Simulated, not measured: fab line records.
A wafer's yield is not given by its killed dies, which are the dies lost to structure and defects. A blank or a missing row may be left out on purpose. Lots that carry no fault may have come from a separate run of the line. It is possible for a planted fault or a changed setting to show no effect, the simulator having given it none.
A struck lot beside a sound one    flow sky130    16 steps out of a route of 708
Sound: these wafers, L419.1, L419.3, L419.5. Struck: wafers L429.2, L429.3, L429.6. The cause comes at the end.
Order at every step that has rows: each side's tool, ch and its chambers, its first start. Under that, the readings that differ: sound wafers    struck wafers    difference of the means    sigmas: that difference in standard deviations of wafers without a fault.
alike: a reading whose means differ by less than 2 such deviations, as well as words and numbers matching on both sides. not compared: withheld readings; readings where some wafer has no value; bounds like >300 that might hide an equal value; numbers whose values overlap and for which the record gives no deviation.
The two part at a step that has a row with sigmas, a row that says differs or no value, or rows on one side only. Non-overlapping numbers with no deviation appear without sigmas and do not part them. Lack of a reading on every wafer of one side parts them only where that side has two or more wafers.

SKY_VT_ADJUST_LVTN_OVL_MEAS_07:
  sound on overlay-02, day 8 08:49; struck on overlay-01, day 10 21:38
  alike: VT_ADJUST_LVTN_OVL
then, 1 step without rows for these wafers: SKY_VT_ADJUST_LVTN_IMPLANT_08.
SKY_VT_ADJUST_LVTN_STRIP_09: strips in O2/N2.
  sound on plasma-asher-02 ch 0,1, day 8 09:01; struck on plasma-asher-04 ch 0,1, day 10 21:49
  alike: drypump-motor-current-A, oes-product-au, strip-time-to-endpoint-s
  not compared: rf-hours-counter-h
SKY_VT_ADJUST_LVTN_TW_MEAS_10:
  sound on film-metro-02, day 8 09:07; struck on film-metro-03, day 10 21:55
  alike: VT_ADJUST_LVTN_TW
then, 7 steps without rows for these wafers: SKY_VT_ADJUST_LVTN_DEHYDRATE_11 (time 60 s); SKY_VT_ADJUST_LVTN_HMDS_12 (prime time 60 s); SKY_VT_ADJUST_LVTN_COAT_13 (resist thk 1140 nm); SKY_VT_ADJUST_LVTN_SOFTBAKE_14 (time 60 s); SKY_VT_ADJUST_LVTN_EXPOSE_15 (exposes mask HVN STD DERIVED, target cd 600 nm); SKY_VT_ADJUST_LVTN_PEB_16; SKY_VT_ADJUST_LVTN_DEVELOP_17 (develop time 60 s).
SKY_VT_ADJUST_LVTN_OVL_MEAS_18:
  sound on overlay-01, day 9 04:56; struck on overlay-02, day 11 21:49
reading                     sound        struck          difference  sigmas
VT_ADJUST_LVTN_01_OVL (nm)  0.4 0.4 1.4  -1.4 -1.3 -1.1  -2.0        -2
SKY_VT_ADJUST_LVTN_IMPLANT_19:
  sound on implanter-01 ch 0, day 9 04:58; struck on implanter-01 ch 0, day 11 21:53
reading             sound                          struck                         difference  sigmas
dose-ions-cm2       6.481e+11 6.493e+11 6.493e+11  4.784e+11 4.788e+11 4.783e+11  -1.704e+11  -99 or more
faraday-current-uA  3.72 3.67 3.60                 2.64 2.68 2.60                 -1.02       -13
  alike: beam-on-s
SKY_VT_ADJUST_LVTN_STRIP_20: strips in O2/N2.
  sound on plasma-asher-01 ch 0, day 9 05:07; struck on plasma-asher-04 ch 0,1, day 11 22:00
  alike: drypump-motor-current-A, oes-product-au, strip-time-to-endpoint-s
  not compared: rf-hours-counter-h
SKY_VT_ADJUST_LVTN_TW_MEAS_21:
  sound on film-metro-02, day 9 05:13; struck on film-metro-01, day 11 22:20
reading              sound              struck             difference  sigmas
VT_ADJUST_LVTN_2_TW  188.0 188.4 188.0  173.9 172.3 173.5  -14.9       -12
  not compared: hold
-- record jumps: 38 days separate the struck wafers' starts on either side; left off in module VT_ADJUST_LVTN, taken up again in module PAD_OPEN, whose first shown step is the route's number 708 --
SKY_PAD_OPEN_PROBE_99:
  sound on prober-01, day 47 07:05; struck on prober-02, day 49 16:10
reading                                     sound                 struck                difference  sigmas
model.etest.res-pwell-under-gate.rs-ohm-sq  2278 2276 2285        2315 2314 2292        +27         
model.etest.nfet-g5v0d10v5.body-rise-v (V)  0.6893 0.6895 0.6927  0.6766 0.6767 0.6745  -0.0146     
model.etest.nfet_16v.body-rise-v (V)        0.6847 0.6871 0.6884  0.6713 0.6735 0.6692  -0.0154     
model.etest.nfet-g5v0d10v5.vt-sat-v (V)     0.793 0.7966 0.7908   0.7671 0.772 0.7535   -0.0293     
model.etest.nfet-g5v0d10v5.vt-v (V)         0.8532 0.8561 0.8492  0.8368 0.8387 0.8184  -0.0215     
  alike: killed_at_M0_to_M3, killed_at_M4_up, killed-at-contacts, killed-at-front-end, killed-at-other, killed-dies, killed-on-rim, killed-open, killed-short

== WHERE THEY PART ==
First at SKY_VT_ADJUST_LVTN_OVL_MEAS_18; last, within this record, at SKY_VT_ADJUST_LVTN_TW_MEAS_21. Later steps at which nothing parts them and some readings are alike: SKY_PAD_OPEN_PROBE_99.

WHY: what had been put in by the simulator
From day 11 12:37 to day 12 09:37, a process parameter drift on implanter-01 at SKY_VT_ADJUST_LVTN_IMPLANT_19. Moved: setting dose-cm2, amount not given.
